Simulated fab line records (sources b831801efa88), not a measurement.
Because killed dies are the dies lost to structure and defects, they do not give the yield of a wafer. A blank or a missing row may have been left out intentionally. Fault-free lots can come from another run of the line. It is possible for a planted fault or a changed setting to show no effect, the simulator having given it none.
What tool caused it? | flow sky130 | 11 lots with 33 wafers sampled at 5 steps, on a route of 708 steps

== WHAT THE GAUGES SHOWED, per wafer ==
SKY_VT_ADJUST_NCORE_OVL_MEAS_08.
lot  | measured     | on         | VT_ADJUST_NCORE_OVL (nm)
L143 | day 9 02:35  | overlay-02 | 0.5 1.4 2.9
L144 | day 9 15:38  | overlay-02 | 1.8 1.7 1.6
L146 | day 10 05:23 | overlay-01 | 0.6 0.8 -0.2
L147 | day 10 09:41 | overlay-02 | 2.2 1.4 0.7
L149 | day 10 20:34 | overlay-01 | 2.0 1.9 1.4
L152 | day 11 18:11 | overlay-02 | 2.7 0.9 3.0
L154 | day 12 06:53 | overlay-02 | 2.4 3.0 1.9
L162 | day 14 13:40 | overlay-01 | -0.9 -1.5 0.8
L164 | day 15 10:50 | overlay-02 | 3.2 2.6 3.1
L165 | day 15 12:01 | overlay-01 | 0.4 0.3 1.0
L166 | day 15 23:19 | overlay-02 | 0.8 1.7 0.5

SKY_SONOS_TUNNEL_CD_MEAS_07: the cd target is 410 nm.
lot  | measured     | on        | cd nm (nm)
L143 | day 12 01:02 | cd sem-02 | 411.2 412.1 412.8
L144 | day 12 14:51 | cd sem-02 | 406.7 407.1 410.1
L146 | day 13 06:22 | cd sem-02 | 409.1 409.2 408.5
L147 | day 13 10:56 | cd sem-01 | 409.6 409.1 410.3
L149 | day 13 22:08 | cd sem-01 | 407.7 407.4 409.4
L152 | day 14 23:43 | cd sem-01 | 412.1 411.9 409.9
L154 | day 15 19:19 | cd sem-02 | 409.7 409.7 407.6
L162 | day 18 08:04 | cd sem-01 | 406.1 406.7 405.9
L164 | day 19 03:31 | cd sem-01 | 407.0 406.8 406.6
L165 | day 19 05:23 | cd sem-01 | 409.2 408.5 409.1
L166 | day 19 17:47 | cd sem-02 | 411.9 411.9 411.2

SKY_SONOS_ONO_THK_MEAS_05.
lot  | measured     | on            | SONOS_ONO_CVD_04_THK (nm)
L143 | day 12 08:32 | film metro-04 | 5.53 5.60 5.61
L144 | day 12 19:35 | film metro-02 | 5.80 5.85 5.68
L146 | day 13 10:46 | film metro-04 | 5.49 5.59 5.57
L147 | day 13 17:53 | film metro-02 | 5.70 5.81 5.66
L149 | day 14 04:17 | film metro-04 | 5.87 5.77 5.61
L152 | day 15 06:01 | film metro-03 | 5.84 5.73 5.70
L154 | day 16 02:28 | film metro-04 | 6.31 6.28 6.39
L162 | day 18 13:28 | film metro-03 | 5.89 5.93 5.89
L164 | day 19 10:35 | film metro-03 | 5.89 5.84 5.89
L165 | day 19 11:50 | film metro-04 | 5.62 5.74 5.71
L166 | day 19 22:47 | film metro-02 | 5.76 5.82 5.87

== WHAT TOOL EACH LOT RAN ON (gives the tool, then ch and the chambers of the sampled wafers, and finally the start) ==
lot  | SKY_VT_ADJUST_NCORE_STRIP_10         | SKY_SONOS_ONO_CVD_04
L143 | plasma asher-01 ch 0,1, day 9 02:46  | lpcvd-03 ch 0, day 12 07:17
L144 | plasma asher-03 ch 0,1, day 9 15:51  | lpcvd-03 ch 1, day 12 18:19
L146 | plasma asher-03 ch 0,1, day 10 05:34 | lpcvd-03 ch 0, day 13 09:31
L147 | plasma asher-04 ch 0,1, day 10 09:53 | lpcvd-03 ch 0, day 13 15:59
L149 | plasma asher-04 ch 0,1, day 10 20:45 | lpcvd-03 ch 1, day 14 03:02
L152 | plasma asher-01 ch 0,1, day 11 18:22 | lpcvd-03 ch 0, day 15 04:46
L154 | plasma asher-01 ch 0,1, day 12 07:04 | lpcvd-03 ch 1, day 16 01:13
L162 | plasma asher-01 ch 0,1, day 14 13:51 | lpcvd-03 ch 1, day 18 12:13
L164 | plasma asher-01 ch 0,1, day 15 11:01 | lpcvd-03 ch 1, day 19 09:20
L165 | plasma asher-04 ch 0, day 15 12:12   | lpcvd-03 ch 1, day 19 10:35
L166 | plasma asher-04 ch 0,1, day 15 23:30 | lpcvd-03 ch 1, day 19 21:32
- SKY_VT_ADJUST_NCORE_STRIP_10: strips in O2/N2.
- SKY_SONOS_ONO_CVD_04: deposits SiO2 from SiH4/N2O, target thk 5.7199 nm.

== AS READ BY THE TOOLS THEMSELVES (means over the sampled wafers that have a number; for cases with no such wafer, the mark the record gives instead) ==
SKY_VT_ADJUST_NCORE_STRIP_10.
lot  | tool            | drypump motor current A (A) | oes product au (a.u.) | strip time to endpoint s (s)
L143 | plasma asher-01 | 5.68                        | 0.718                 | 14.26
L144 | plasma asher-03 | 5.42                        | 0.716                 | 14.15
L146 | plasma asher-03 | 5.42                        | 0.716                 | 14.24
L147 | plasma asher-04 | 5.84                        | 0.711                 | 14.16
L149 | plasma asher-04 | 5.95                        | 0.719                 | 14.18
L152 | plasma asher-01 | 5.61                        | 0.713                 | 14.14
L154 | plasma asher-01 | 5.63                        | 0.714                 | 14.14
L162 | plasma asher-01 | 5.69                        | 0.716                 | 14.24
L164 | plasma asher-01 | 5.65                        | 0.718                 | 14.20
L165 | plasma asher-04 | 6.05                        | 0.711                 | 14.20
L166 | plasma asher-04 | 5.94                        | 0.715                 | 14.16

SKY_SONOS_ONO_CVD_04.
lot  | tool     | pressure mtorr (mTorr) | spike tc bottom C (C) | spike tc centre C (C) | spike tc lower C (C) | spike tc top C (C) | spike tc upper C (C) | susceptor temp C (C) | zone power centre pct (%)
L143 | lpcvd-03 | 400.2                  | 921.3                 | 898.5                 | 900.4                | 909.4              | 900.9                | 899.9                | 19.0
L144 | lpcvd-03 | 399.3                  | 918.7                 | 899.2                 | 901.4                | 908.6              | 902.4                | 900.1                | 21.7
L146 | lpcvd-03 | 400.2                  | 920.5                 | 899.1                 | 899.6                | 908.3              | 900.0                | 900.1                | 19.1
L147 | lpcvd-03 | 399.3                  | 920.2                 | 897.5                 | 900.0                | 910.2              | 900.7                | 900.2                | 19.1
L149 | lpcvd-03 | 400.4                  | 918.4                 | 899.5                 | 900.1                | 909.3              | 902.1                | 900.5                | 21.4
L152 | lpcvd-03 | 399.6                  | 920.0                 | 899.8                 | 901.1                | 909.1              | 900.7                | 899.4                | 19.1
L154 | lpcvd-03 | 400.6                  | 924.9                 | 905.4                 | 906.2                | 914.6              | 907.7                | 905.7                | 22.0
L162 | lpcvd-03 | 399.5                  | 918.8                 | 899.1                 | 900.4                | 908.4              | 901.3                | 900.0                | 21.9
L164 | lpcvd-03 | 400.4                  | 918.2                 | 898.7                 | 899.9                | 908.8              | 901.3                | 899.6                | 21.7
L165 | lpcvd-03 | 400.4                  | 919.2                 | 898.2                 | 900.5                | 909.9              | 901.4                | 900.1                | 21.8
L166 | lpcvd-03 | 399.7                  | 920.1                 | 898.9                 | 900.6                | 909.7              | 901.2                | 899.7                | 21.7

== THE ANSWER, worked out from the rows above alone ==
Rule: usual is defined by the lots themselves. The widest of any qualifying gaps counts: lots, ordered by their means at a reading, are off when they make up no more than a third of the lots, leave a main group of 4 or more, and stand apart from it by 3 or more times the standard deviation of that group's means. Not used: any main group whose means are identical at the precision the tables above print for the reading. A lot without any number at a reading at which 4 lots or more have one is off too. Any other lot the step has rows for is counted as sound. First the gauges in route order, then the tools' own readings, where a lot's mean is used as printed above. The first step at which some lot is off is used, and at that step the reading that is off furthest; a lot without a number counts as furthest.
Off: L154, at SKY_SONOS_ONO_THK_MEAS_05 (SONOS_ONO_CVD_04_THK). Main group: mean 5.74 nm, sd 0.11.
A tool fits if, at a process step before that reading, it ran every lot that is off, and no sound lot after the first of them. Not tried: the gauges at SKY_SONOS_ONO_THK_MEAS_05; whatever is off there is also off at SKY_SONOS_ONO_CVD_04, on other tools, and gauge error can't account for it. Of those tried, none fits.

== WHAT HAD BEEN PUT IN BY THE SIMULATOR ==
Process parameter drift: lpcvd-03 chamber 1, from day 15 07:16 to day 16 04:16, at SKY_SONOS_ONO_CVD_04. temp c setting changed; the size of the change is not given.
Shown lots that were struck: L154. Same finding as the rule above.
